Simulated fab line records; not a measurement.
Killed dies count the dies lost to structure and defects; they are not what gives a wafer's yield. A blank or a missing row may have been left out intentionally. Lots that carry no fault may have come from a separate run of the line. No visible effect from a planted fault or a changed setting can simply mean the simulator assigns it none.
fab line records	flow sky130
record: lots: 6	wafers: 18	last-day: 50
route steps=708 shown VT_ADJUST_LVTN@117 VT_ADJUST_NCORE@119 VT_ADJUST_HVTR@131 VT_ADJUST_PCH@143 SONOS_TUNNEL@154 PAD_OPEN@708
lots that met no fault: taken from a fault-free run of the same line
start-h: start of the lot's first displayed wafer, in hours after the record's first day	wait-h: hours from the lot's prior step to this one	" as in the row above	L1.1+2: several wafers, shown together as one row	- no value present, or no start provided	* or withheld: withheld	< > ~ a bound
route shown NAME@n: names a module that has steps shown in the file, with the first one's number in the route	usual: mean and standard deviation over wafers with no fault	same: alike in all rows	chamber/n: place in a boat	sites: each site's reading	_std_site: the standard deviation of these	_edge_site: mean of outer sites minus mean of inner sites	radius-mm: how far each site lies from the wafer's centre	mask NAME#n: copy n	behind: the tool/chamber that last shaped the wafer	hold: why the lot was held/for how many hours/how that ended	device: names the non-switching transistor (n, p or np)	end of line: the tests these same wafers got at the end of their route	where a step has no rows: the recipe by itself	killed: not the wafer's yield, but the dies lost to structure and defects at the first sort	map: dies across one wafer; x = killed, . = not, _ = none there
set.NAME: the setting that was run; set.NAME@STEP: the one run at that earlier step	model.NAME: the simulator's own value behind a step, which no gauge read
lots at some steps of the route; a table a step, a row a wafer
services: a tool's chamber out of use, with start hour (start-h, from the record's first day; less than 0 if before it), hours out, and reason
== steps ==
step: SKY_VT_ADJUST_LVTN_STRIP_20
recipe: chemistry: O2/N2	power-w: 1400	pressure-mtorr: 1500	platen-temp-c: withheld	o2-flow-sccm: 3000	n2-flow-sccm: 300	overash-fraction: 0.5
usual: drypump-motor-current-A: 5.63/0.29	oes-product-au: 0.715/0.0042	strip-time-to-endpoint-s: 14.17/0.037
lot.wafer	tool	chamber	start-h	wait-h	drypump-motor-current-A	oes-product-au	rf-hours-counter-h	strip-time-to-endpoint-s
L861.2	plasma-asher-04	1	174.55	0.1	5.82	0.713	43	14.16
L861.3	"	0	"	"	5.83	0.713	-	14.16
L861.4	"	1	"	"	5.82	0.722	-	14.15
L866.1	plasma-asher-02	0	219.10	0.1	6.00	0.718	57	14.11
L866.3	"	1	"	"	5.01	0.713	-	14.14
L866.4	"	0	"	"	5.98	0.715	-	14.18
L869.1	plasma-asher-03	0	241.76	0.1	5.38	0.716	12	14.17
L869.2	"	1	"	"	5.49	0.719	12	14.13
L869.3	"	0	"	"	5.38	0.718	-	14.13
L870.3	plasma-asher-04	1	242.09	0.1	5.81	0.719	-	14.13
L870.4	"	0	"	"	5.83	0.715	-	14.15
L870.5	"	1	"	"	5.82	0.710	-	14.15
L871.1	plasma-asher-03	0	245.86	0.1	5.38	0.710	13	14.21
L871.3	"	1	"	"	5.48	0.715	-	14.13
L871.6	"	0	"	"	5.39	0.713	-	14.23
L881.4	plasma-asher-04	0	323.58	0.1	5.84	0.717	-	14.16
L881.5	"	0	"	"	5.84	0.714	-	14.20
L881.6	"	1	"	"	5.82	0.712	-	14.23
step: SKY_VT_ADJUST_LVTN_TW_MEAS_21
usual: VT_ADJUST_LVTN_2_TW: 188.2/0.87
lot.wafer	tool	chamber	start-h	wait-h	VT_ADJUST_LVTN_2_TW
L861.2	film-metro-01	-	174.66	0.1	188.9
L861.3	"	-	"	"	188.4
L861.4	"	-	"	"	187.4
L866.1	film-metro-02	-	219.20	0.1	188.2
L866.3	"	-	"	"	188.1
L866.4	"	-	"	"	188.1
L869.1	film-metro-01	-	241.86	0.1	187.9
L869.2	"	-	"	"	188.5
L869.3	"	-	"	"	187.1
L870.3	film-metro-04	-	242.18	0.1	188.5
L870.4	"	-	"	"	188.7
L870.5	"	-	"	"	187.6
L871.1	film-metro-01	-	245.96	0.1	187.0
L871.3	"	-	"	"	188.3
L871.6	"	-	"	"	187.9
L881.4	film-metro-02	-	323.68	0.1	188.5
L881.5	"	-	"	"	188.6
L881.6	"	-	"	"	188.6
step: SKY_VT_ADJUST_NCORE_DEHYDRATE_00
recipe: temp-c: 200	time-s: 60
step: SKY_VT_ADJUST_NCORE_HMDS_01
recipe: prime-time-s: 60	prime-temp-c: 120
step: SKY_VT_ADJUST_NCORE_COAT_02
recipe: resist: NOVOLAK	spin-rpm: 3000	resist-thk-nm: 1140
step: SKY_VT_ADJUST_NCORE_SOFTBAKE_03
recipe: temp-c: 90	time-s: 60	resist: NOVOLAK
step: SKY_VT_ADJUST_NCORE_EXPOSE_04
recipe: mask-id: LVTN_COMPLEMENT_THIN	na: 0.6	source-shape: conventional	sigma-outer: 0.6	polarization: unpolarized	target-cd-nm: 380	dose-mj: 139
step: SKY_VT_ADJUST_NCORE_PEB_05
recipe: temp-c: withheld	time-s: *	resist: NOVOLAK
step: SKY_VT_ADJUST_NCORE_DEVELOP_06
recipe: resist: NOVOLAK	developer: TMAH	develop-time-s: 60	dev-temp-c: 23
step: SKY_VT_ADJUST_NCORE_CD_MEAS_07
recipe: target-cd-nm: 380
usual: cd-nm: 379.0/2.6
lot.wafer	tool	chamber	start-h	wait-h	cd-nm
L861.2	cd-sem-02	-	195.22	0.1	373.7
L861.3	"	-	"	"	372.1
L861.4	"	-	"	"	374.5
L866.1	cd-sem-01	-	241.81	0.1	380.3
L866.3	"	-	"	"	382.5
L866.4	"	-	"	"	379.5
L869.1	cd-sem-02	-	265.11	0.1	380.3
L869.2	"	-	"	"	378.8
L869.3	"	-	"	"	380.4
L870.3	cd-sem-01	-	265.49	0.1	377.8
L870.4	"	-	"	"	378.4
L870.5	"	-	"	"	378.5
L871.1	cd-sem-02	-	269.41	0.1	376.3
L871.3	"	-	"	"	378.3
L871.6	"	-	"	"	375.9
L881.4	cd-sem-02	-	350.52	0.1	380.2
L881.5	"	-	"	"	380.1
L881.6	"	-	"	"	380.0
step: SKY_VT_ADJUST_NCORE_OVL_MEAS_08
usual: VT_ADJUST_NCORE_OVL: -0.8/1.5
lot.wafer	tool	chamber	start-h	wait-h	VT_ADJUST_NCORE_OVL[nm]
L861.2	overlay-01	-	195.33	0.1	-3.5
L861.3	"	-	"	"	-3.9
L861.4	"	-	"	"	-0.8
L866.1	overlay-01	-	241.93	0.1	0.4
L866.3	"	-	"	"	0.0
L866.4	"	-	"	"	1.0
L869.1	overlay-01	-	265.23	0.1	-0.5
L869.2	"	-	"	"	-2.1
L869.3	"	-	"	"	0.4
L870.3	overlay-01	-	265.58	0.1	1.0
L870.4	"	-	"	"	-1.4
L870.5	"	-	"	"	-1.1
L871.1	overlay-02	-	269.53	0.1	2.9
L871.3	"	-	"	"	1.1
L871.6	"	-	"	"	3.2
L881.4	overlay-01	-	350.60	0.1	-0.9
L881.5	"	-	"	"	1.1
L881.6	"	-	"	"	1.1
step: SKY_VT_ADJUST_NCORE_IMPLANT_09
recipe: species: B	energy-kev: 10	dose-cm2: 2.4e+12	tilt-deg: withheld
step: SKY_VT_ADJUST_NCORE_STRIP_10
recipe: chemistry: O2/N2	power-w: 1400	pressure-mtorr: 1500	platen-temp-c: withheld	o2-flow-sccm: 3000	n2-flow-sccm: 300	overash-fraction: 0.5
usual: drypump-motor-current-A: 5.67/0.2	oes-product-au: 0.716/0.0042	strip-time-to-endpoint-s: 14.20/0.044
lot.wafer	tool	chamber	start-h	wait-h	drypump-motor-current-A	oes-product-au	rf-hours-counter-h	strip-time-to-endpoint-s
L861.2	plasma-asher-04	0	195.51	0.1	5.86	0.717	45	14.23
L861.3	"	0	"	"	5.86	0.719	-	14.25
L861.4	"	1	"	"	5.82	0.714	-	14.20
L866.1	plasma-asher-01	1	242.12	0.1	5.89	0.726	43	14.19
L866.3	"	1	"	"	5.88	0.707	-	14.17
L866.4	"	0	"	"	5.51	0.713	-	14.14
L869.1	plasma-asher-04	0	265.42	0.1	5.85	0.716	52	14.16
L869.2	"	1	"	"	5.82	0.723	52	14.17
L869.3	"	0	"	"	5.84	0.721	-	14.15
L870.3	plasma-asher-01	0	265.79	0.1	5.49	0.711	-	14.20
L870.4	"	1	"	"	5.87	0.714	-	14.15
L870.5	"	0	"	"	5.47	0.718	-	14.15
L871.1	plasma-asher-01	0	269.72	0.1	5.48	0.721	46	14.26
L871.3	"	1	"	"	5.90	0.717	-	14.25
L871.6	"	1	"	"	5.91	0.714	-	14.27
L881.4	plasma-asher-04	1	350.80	0.1	5.80	0.718	-	14.25
L881.5	"	1	"	"	5.84	0.722	-	14.21
L881.6	"	0	"	"	5.85	0.718	-	14.26
step: SKY_VT_ADJUST_NCORE_TW_MEAS_11
usual: VT_ADJUST_NCORE_TW: 218.6/1.3
lot.wafer	tool	chamber	start-h	wait-h	VT_ADJUST_NCORE_TW
L861.2	film-metro-01	-	195.62	0.1	217.2
L861.3	"	-	"	"	218.6
L861.4	"	-	"	"	217.8
L866.1	film-metro-03	-	242.22	0.1	218.3
L866.3	"	-	"	"	217.9
L866.4	"	-	"	"	217.2
L869.1	film-metro-01	-	265.52	0.1	218.0
L869.2	"	-	"	"	215.9
L869.3	"	-	"	"	216.9
L870.3	film-metro-03	-	265.88	0.1	218.9
L870.4	"	-	"	"	218.8
L870.5	"	-	"	"	217.5
L871.1	film-metro-01	-	269.82	0.1	217.0
L871.3	"	-	"	"	217.6
L871.6	"	-	"	"	218.3
L881.4	film-metro-04	-	350.90	0.1	220.5
L881.5	"	-	"	"	220.9
L881.6	"	-	"	"	219.1
step: SKY_VT_ADJUST_HVTR_DEHYDRATE_00
recipe: temp-c: 200	time-s: 60
step: SKY_VT_ADJUST_HVTR_HMDS_01
recipe: prime-time-s: 60	prime-temp-c: 120
step: SKY_VT_ADJUST_HVTR_COAT_02
recipe: resist: NOVOLAK	spin-rpm: 3000	resist-thk-nm: 1140
step: SKY_VT_ADJUST_HVTR_SOFTBAKE_03
recipe: temp-c: 90	time-s: 60	resist: NOVOLAK
step: SKY_VT_ADJUST_HVTR_EXPOSE_04
recipe: mask-id: HVTRM	target-cd-nm: 380	na: 0.6	source-shape: conventional	sigma-outer: 0.6	dose-mj: 148.6
step: SKY_VT_ADJUST_HVTR_PEB_05
recipe: temp-c: withheld	time-s: *	resist: NOVOLAK
step: SKY_VT_ADJUST_HVTR_DEVELOP_06
recipe: develop-time-s: 60	dev-temp-c: 23
step: SKY_VT_ADJUST_HVTR_CD_MEAS_07
recipe: target-cd-nm: 380
usual: cd-nm: 379.9/2.1
lot.wafer	tool	chamber	start-h	wait-h	cd-nm
L861.2	cd-sem-01	-	217.78	0.1	377.7
L861.3	"	-	"	"	377.3
L861.4	"	-	"	"	378.3
L866.1	cd-sem-02	-	265.75	0.1	382.0
L866.3	"	-	"	"	380.7
L866.4	"	-	"	"	379.6
L869.1	cd-sem-02	-	290.88	0.1	380.0
L869.2	"	-	"	"	381.1
L869.3	"	-	"	"	384.5
L870.3	cd-sem-02	-	291.40	0.1	378.6
L870.4	"	-	"	"	377.7
L870.5	"	-	"	"	377.2
L871.1	cd-sem-01	-	294.90	0.1	382.0
L871.3	"	-	"	"	379.5
L871.6	"	-	"	"	379.5
L881.4	cd-sem-02	-	378.73	0.1	380.2
L881.5	"	-	"	"	381.1
L881.6	"	-	"	"	380.9
step: SKY_VT_ADJUST_HVTR_OVL_MEAS_08
usual: VT_ADJUST_HVTR_OVL: 0.3/1.9
lot.wafer	tool	chamber	start-h	wait-h	VT_ADJUST_HVTR_OVL[nm]
L861.2	overlay-01	-	217.89	0.1	1.6
L861.3	"	-	"	"	0.3
L861.4	"	-	"	"	0.4
L866.1	overlay-01	-	265.87	0.1	-0.7
L866.3	"	-	"	"	-0.1
L866.4	"	-	"	"	-1.5
L869.1	overlay-02	-	291.00	0.1	-1.0
L869.2	"	-	"	"	0.6
L869.3	"	-	"	"	0.4
L870.3	overlay-02	-	291.49	0.1	-4.9
L870.4	"	-	"	"	-2.8
L870.5	"	-	"	"	-3.3
L871.1	overlay-01	-	295.02	0.1	-2.5
L871.3	"	-	"	"	2.4
L871.6	"	-	"	"	-1.0
L881.4	overlay-01	-	378.81	0.1	-0.8
L881.5	"	-	"	"	-0.3
L881.6	"	-	"	"	-0.5
step: SKY_VT_ADJUST_HVTR_IMPLANT_09
recipe: species: B	energy-kev: 10	dose-cm2: 2.1e+12	tilt-deg: withheld
step: SKY_VT_ADJUST_HVTR_STRIP_10
recipe: chemistry: O2/N2	power-w: 1400	pressure-mtorr: 1500	platen-temp-c: withheld	o2-flow-sccm: 3000	n2-flow-sccm: 300	overash-fraction: 0.5
usual: drypump-motor-current-A: 5.5/0.34	oes-product-au: 0.715/0.0048	strip-time-to-endpoint-s: 14.18/0.035
lot.wafer	tool	chamber	start-h	wait-h	drypump-motor-current-A	oes-product-au	rf-hours-counter-h	strip-time-to-endpoint-s
L861.2	plasma-asher-03	1	218.07	0.1	5.5	0.731	10	14.18
L861.3	"	0	"	"	5.4	0.718	-	14.19
L861.4	"	1	"	"	5.5	0.712	-	14.20
L866.1	plasma-asher-02	1	266.06	0.1	5.0	0.708	61	14.16
L866.3	"	1	"	"	5.0	0.713	-	14.21
L866.4	"	0	"	"	6.0	0.721	-	14.20
L869.1	plasma-asher-02	0	291.19	0.1	6.0	0.716	63	14.19
L869.2	"	1	"	"	5.0	0.716	63	14.13
L869.3	"	0	"	"	6.0	0.716	-	14.16
L870.3	plasma-asher-03	1	291.70	0.1	5.5	0.710	-	14.16
L870.4	"	0	"	"	5.4	0.717	-	14.21
L870.5	"	0	"	"	5.4	0.715	-	14.19
L871.1	plasma-asher-03	1	295.20	0.1	5.5	0.716	18	14.12
L871.3	"	0	"	"	5.4	0.716	-	14.17
L871.6	"	0	"	"	5.4	0.717	-	14.14
L881.4	plasma-asher-01	0	379.01	0.1	5.5	0.719	-	14.19
L881.5	"	0	"	"	5.5	0.720	-	14.17
L881.6	"	1	"	"	5.9	0.717	-	14.14
step: SKY_VT_ADJUST_HVTR_TW_MEAS_11
usual: VT_ADJUST_HVTR_TW: 210.4/0.95
lot.wafer	tool	chamber	start-h	wait-h	VT_ADJUST_HVTR_TW
L861.2	film-metro-03	-	218.18	0.1	210.1
L861.3	"	-	"	"	210.1
L861.4	"	-	"	"	210.7
L866.1	film-metro-03	-	266.16	0.1	210.5
L866.3	"	-	"	"	210.8
L866.4	"	-	"	"	209.8
L869.1	film-metro-03	-	291.29	0.1	210.2
L869.2	"	-	"	"	211.6
L869.3	"	-	"	"	211.2
L870.3	film-metro-03	-	291.79	0.1	210.3
L870.4	"	-	"	"	211.0
L870.5	"	-	"	"	210.7
L871.1	film-metro-03	-	295.30	0.1	210.2
L871.3	"	-	"	"	211.5
L871.6	"	-	"	"	210.1
L881.4	film-metro-02	-	379.11	0.1	211.0
L881.5	"	-	"	"	212.0
L881.6	"	-	"	"	210.9
step: SKY_VT_ADJUST_PCH_DEHYDRATE_00
recipe: temp-c: 200	time-s: 60
step: SKY_VT_ADJUST_PCH_HMDS_01
recipe: prime-time-s: 60	prime-temp-c: 120
step: SKY_VT_ADJUST_PCH_COAT_02
recipe: spin-rpm: 2000	resist-thk-nm: 3000
step: SKY_VT_ADJUST_PCH_SOFTBAKE_03
recipe: temp-c: 110	time-s: withheld
step: SKY_VT_ADJUST_PCH_EXPOSE_04
recipe: mask-id: NWM	na: 0.6	source-shape: conventional	sigma-outer: 0.6	polarization: unpolarized	target-cd-nm: 840	dose-mj: 255
step: SKY_VT_ADJUST_PCH_PEB_05
recipe: temp-c: 115	time-s: withheld
step: SKY_VT_ADJUST_PCH_DEVELOP_06
recipe: wall-angle-deg: 90	developer: TMAH	develop-time-s: 60	dev-temp-c: 23
step: SKY_VT_ADJUST_PCH_OVL_MEAS_07
usual: VT_ADJUST_PCH_OVL: -0.2/1.4
lot.wafer	tool	chamber	start-h	wait-h	VT_ADJUST_PCH_OVL[nm]
L861.2	overlay-01	-	241.36	-	0.6
L861.3	"	-	"	"	0.8
L861.4	"	-	"	"	1.5
L866.1	overlay-02	-	291.76	-	-0.3
L866.3	"	-	"	"	0.0
L866.4	"	-	"	"	-0.8
L869.1	overlay-02	-	317.47	-	1.7
L869.2	"	-	"	"	-2.2
L869.3	"	-	"	"	-0.8
L870.3	overlay-01	-	318.02	-	2.6
L870.4	"	-	"	"	0.8
L870.5	"	-	"	"	0.9
L871.1	overlay-01	-	320.80	-	-0.9
L871.3	"	-	"	"	-0.6
L871.6	"	-	"	"	0.9
L881.4	overlay-02	-	407.93	-	-1.2
L881.5	"	-	"	"	0.0
L881.6	"	-	"	"	-1.2
step: SKY_VT_ADJUST_PCH_IMPLANT_08
recipe: species: B	energy-kev: 10	dose-cm2: 5e+11	tilt-deg: withheld
step: SKY_VT_ADJUST_PCH_STRIP_09
recipe: chemistry: O2/N2	power-w: 1400	pressure-mtorr: 1500	platen-temp-c: withheld	o2-flow-sccm: 3000	n2-flow-sccm: 300	overash-fraction: 0.5
usual: drypump-motor-current-A: 5.68/0.29	oes-product-au: 0.723/0.0049	strip-time-to-endpoint-s: 36.95/0.12
lot.wafer	tool	chamber	start-h	wait-h	drypump-motor-current-A	oes-product-au	rf-hours-counter-h	strip-time-to-endpoint-s
L861.2	plasma-asher-01	0	241.54	0.1	5.49	0.721	43	36.86
L861.3	"	1	"	"	5.89	0.719	-	36.85
L861.4	"	0	"	"	5.49	0.722	-	36.82
L866.1	plasma-asher-02	0	291.95	0.1	5.94	0.725	63	37.14
L866.3	"	1	"	"	4.98	0.735	-	37.06
L866.4	"	0	"	"	5.98	0.728	-	37.04
L869.1	plasma-asher-04	0	317.66	0.1	5.84	0.719	57	37.02
L869.2	"	1	"	"	5.82	0.725	57	37.05
L869.3	"	1	"	"	5.81	0.725	-	36.85
L870.3	plasma-asher-01	0	318.23	0.1	5.49	0.724	-	36.93
L870.4	"	1	"	"	5.89	0.719	-	36.85
L870.5	"	1	"	"	5.86	0.720	-	36.92
L871.1	plasma-asher-01	1	320.98	0.1	5.87	0.720	51	36.81
L871.3	"	1	"	"	5.89	0.718	-	37.04
L871.6	"	1	"	"	5.90	0.727	-	36.87
L881.4	plasma-asher-04	1	408.13	0.1	5.83	0.722	-	37.08
L881.5	"	0	"	"	5.85	0.714	-	37.04
L881.6	"	1	"	"	5.82	0.725	-	37.12
step: SKY_VT_ADJUST_PCH_TW_MEAS_10
usual: VT_ADJUST_PCH_TW: 142.8/0.88
lot.wafer	tool	chamber	start-h	wait-h	VT_ADJUST_PCH_TW
L861.2	film-metro-02	-	241.65	0.1	143.1
L861.3	"	-	"	"	143.2
L861.4	"	-	"	"	142.4
L866.1	film-metro-02	-	292.05	0.1	142.9
L866.3	"	-	"	"	143.2
L866.4	"	-	"	"	141.8
L869.1	film-metro-04	-	317.76	0.1	143.5
L869.2	"	-	"	"	142.7
L869.3	"	-	"	"	143.5
L870.3	film-metro-04	-	318.32	0.1	143.3
L870.4	"	-	"	"	142.9
L870.5	"	-	"	"	143.3
L871.1	film-metro-04	-	321.08	0.1	143.2
L871.3	"	-	"	"	143.4
L871.6	"	-	"	"	143.1
L881.4	film-metro-04	-	408.23	0.1	142.8
L881.5	"	-	"	"	142.5
L881.6	"	-	"	"	143.5
step: SKY_SONOS_TUNNEL_DEHYDRATE_00
recipe: temp-c: 200	time-s: 60
step: SKY_SONOS_TUNNEL_HMDS_01
recipe: prime-time-s: 60	prime-temp-c: 120
step: SKY_SONOS_TUNNEL_COAT_02
recipe: resist: NOVOLAK	spin-rpm: 3000	resist-thk-nm: 1140
step: SKY_SONOS_TUNNEL_SOFTBAKE_03
recipe: temp-c: 90	time-s: 60	resist: NOVOLAK
step: SKY_SONOS_TUNNEL_EXPOSE_04
recipe: mask-id: TUNM	na: 0.6	source-shape: conventional	sigma-outer: 0.6	polarization: unpolarized	target-cd-nm: 410	dose-mj: 136
step: SKY_PAD_OPEN_PROBE_99
usual: killed_at_M0_to_M3: 44/7.2	killed_at_M4_up: 3.0/1.8	killed-at-contacts: 24/5.4	killed-at-front-end: 14/4.4	killed-at-other: 0.4/0.64	killed-dies: 86/9.4	killed-open: 47/7.7	killed-short: 39/5.8
same: gross-dies: 492	killed-at-back-side: 0
lot.wafer	tool	chamber	start-h	wait-h	killed_at_M0_to_M3	killed_at_M4_up	killed-at-contacts	killed-at-front-end	killed-at-other	killed-dies	killed-open	killed-short
L866.1	prober-02	-	1130.20	0.1	50	1	27	20	0	98	54	44
L866.3	prober-02	-	1130.30	0.2	47	3	37	16	0	103	55	48
L866.4	prober-02	-	1130.35	0.2	41	0	29	18	1	89	43	46
L870.3	prober-01	-	1142.33	0.2	33	9	23	59	0	124	55	26
L870.4	prober-01	-	1142.38	0.2	39	1	32	45	0	117	48	36
L870.5	prober-01	-	1142.43	0.2	41	3	19	54	0	117	36	41
L871.1	prober-01	-	1150.63	0.1	52	4	32	44	1	133	61	37
L871.3	prober-01	-	1150.73	0.2	33	0	27	46	1	107	34	42
L871.6	prober-01	-	1150.88	0.2	42	3	11	43	0	99	42	25
L881.4	prober-01	-	1210.94	0.2	54	2	29	8	0	93	54	39
L881.5	prober-01	-	1210.99	0.2	38	0	26	18	0	82	46	36
L881.6	prober-01	-	1211.04	0.2	47	3	28	14	1	93	44	49
killed by level:class
L866.1 CONTACT:geometric-particle:open=13 VIA1:geometric-particle:open=9 FIELD_ISO:geometric-particle:short=8 VIA3:geometric-particle:open=8 FIELD_ISO:geometric-particle:open=7 METAL3:geometric-particle:short=7 VIA1:geometric-particle:short=7 LI_CONTACT:geometric-particle:open=6
L866.3 LI_CONTACT:geometric-particle:open=13 CONTACT:geometric-particle:open=10 VIA1:geometric-particle:open=10 CONTACT:geometric-particle:short=7 VIA3:geometric-particle:open=6 VIA1:geometric-particle:short=5 VIA2:geometric-particle:open=5 METAL2:geometric-particle:short=5
L866.4 CONTACT:geometric-particle:open=14 LOCAL_INTERCONNECT:geometric-particle:short=9 FIELD_ISO:geometric-particle:open=8 METAL1:geometric-particle:short=7 VIA1:geometric-particle:open=7 FIELD_ISO:geometric-particle:short=6 METAL3:geometric-particle:short=6 VIA3:geometric-particle:open=5
L870.3 VT_ADJUST_NCORE:unspecified=43 CONTACT:geometric-particle:open=15 VIA3:geometric-particle:open=8 FIELD_ISO:geometric-particle:open=7 LI_CONTACT:geometric-particle:open=6 METAL4:geometric-particle:short=6 VIA1:geometric-particle:open=6 POLY_GATE:geometric-particle:open=3
L870.4 VT_ADJUST_NCORE:unspecified=33 CONTACT:geometric-particle:open=12 VIA1:geometric-particle:open=9 LI_CONTACT:geometric-particle:open=7 VIA3:geometric-particle:open=6 FIELD_ISO:geometric-particle:open=5 FIELD_ISO:geometric-particle:short=4 LI_CONTACT:geometric-particle:short=4
L870.5 VT_ADJUST_NCORE:unspecified=40 CONTACT:geometric-particle:open=12 VIA1:geometric-particle:open=10 VIA2:geometric-particle:short=6 VIA1:geometric-particle:short=5 METAL1:geometric-particle:short=5 POLY_CUT:geometric-particle:short=4 METAL2:geometric-particle:short=4
L871.1 VT_ADJUST_NCORE:unspecified=35 CONTACT:geometric-particle:open=16 VIA1:geometric-particle:open=15 LI_CONTACT:geometric-particle:open=9 VIA3:geometric-particle:open=8 METAL2:geometric-particle:short=5 VIA3:geometric-particle:short=5 METAL1:geometric-particle:short=4
L871.3 VT_ADJUST_NCORE:unspecified=31 LI_CONTACT:geometric-particle:open=8 LOCAL_INTERCONNECT:geometric-particle:short=7 METAL2:geometric-particle:short=7 POLY_GATE:geometric-particle:short=5 METAL1:geometric-particle:short=5 VIA1:geometric-particle:open=5 LI_CONTACT:geometric-particle:short=4
L871.6 VT_ADJUST_NCORE:unspecified=32 VIA1:geometric-particle:open=9 VIA2:geometric-particle:open=7 CONTACT:geometric-particle:open=5 VIA3:geometric-particle:short=5 METAL1:geometric-particle:short=4 POLY_GATE:geometric-particle:open=4 VIA1:geometric-particle:short=4
L881.4 VIA1:geometric-particle:open=11 CONTACT:geometric-particle:open=10 VIA2:geometric-particle:open=9 LI_CONTACT:geometric-particle:open=7 CONTACT:geometric-particle:short=7 METAL2:geometric-particle:short=6 VIA1:geometric-particle:short=6 FIELD_ISO:geometric-particle:short=5
L881.5 CONTACT:geometric-particle:open=10 VIA1:geometric-particle:open=9 CONTACT:geometric-particle:short=7 METAL1:geometric-particle:short=7 VIA3:geometric-particle:open=7 FIELD_ISO:geometric-particle:open=5 LOCAL_INTERCONNECT:geometric-particle:short=5 VIA2:geometric-particle:open=5
L881.6 CONTACT:geometric-particle:open=12 VIA1:geometric-particle:open=8 METAL3:geometric-particle:short=7 METAL1:geometric-particle:short=6 LI_CONTACT:geometric-particle:open=5 METAL2:geometric-particle:short=5 VIA3:geometric-particle:open=5 VIA2:geometric-particle:open=5
map L870.3 (x killed, . not)
__________x......xx._________
________...xx........._______
______xx..xxx.........x._____
_____.......x....x.......____
____.x...........x...x..x.___
___.xx..x.........x..x..x..__
__...x...x......x.......x..x_
_.....x......x.x....xx....xx.
_....xx.x..x...xx...xxx.x..x.
_.....x.........x....x.x....x
_..................x...x.x...
_............x....x.......x..
_.............x...x..........
_....x...x.x......x..........
_x....xx.xx.xx.......x......x
__x.xxxxxxx...............x._
___.xxxxxxxxx.x..x..x......__
____x.xxxxxxxx.....xx.x..x___
_____xxxxxxx.............____
______xxxx.x........x..._____
________xxx..........._______
__________....xx...._________
map L871.1 (x killed, . not)
__________.........._________
________x............x_______
______x..x.x..x..x......_____
_____....xx....x.........____
____x.x...................___
___...............xx...x...__
__x....x.......x.......x..x._
_x.x....xx.x....xx....x..x...
_..........x.x..x......x.....
_...xxxxxxx..x..x..x.......xx
_.x.x..........xx.x..........
_....x.x......x.......x......
_..x.x....x.......x.....x....
_x..xxx...x........xx..xx...x
_.xx.x..xxx.x.......x........
__...xx.xxxxx.x.x..........x_
___xxxxxxxxxx.x........xxx.__
____xx.xxxxxx....xx..x....___
_____.xxxxxx...x.........____
______xxxx..x.x........._____
________.xx.x...x..x.._______
__________.x...xx..._________
== services ==
tool	chamber	start-h	hours	kind
plasma-asher-01	-	203.31	7.0	repair
plasma-asher-02	-	226.00	17.2	repair
plasma-asher-04	-	250.16	3.6	repair
plasma-asher-02	-	270.92	1.1	repair
plasma-asher-03	-	312.71	21.4	repair
plasma-asher-02	-	364.22	39.5	pm
plasma-asher-04	-	373.71	1.7	repair
== key ==
first-sign: step: SKY_PAD_OPEN_PROBE_99	reading: killed-at-front-end	direction: up	sigmas: 7.7	usual: 14	struck: 48
effect: step: SKY_PAD_OPEN_PROBE_99	reading: killed-dies	direction: up	sigmas: 3.2	usual: 86	struck: 116
met-at SKY_VT_ADJUST_NCORE_STRIP_10
struck-wafers L870.3,L870.4,L870.5,L871.1,L871.3,L871.6
tester-left-out L870,L871
onset-between 242.12 265.79
also-fits SKY_VT_ADJUST_HVTR_STRIP_10:plasma-asher-03,SKY_VT_ADJUST_PCH_STRIP_09:plasma-asher-01
fault: kind: chamber-particle-source	tool: plasma-asher-01	chamber: -	onset-h: 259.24	steps: SKY_VT_ADJUST_NCORE_STRIP_10	rate-per-visit-cm2: 0.42835	end-h: 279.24
tester-left-out: of these lots the tester's yield and bins aren't shown, on N5 and GAA mostly nor the transistor test; their killed dies are dies lost to structure and defects alone, not to doping, threshold or leakage, so they don't give the yield
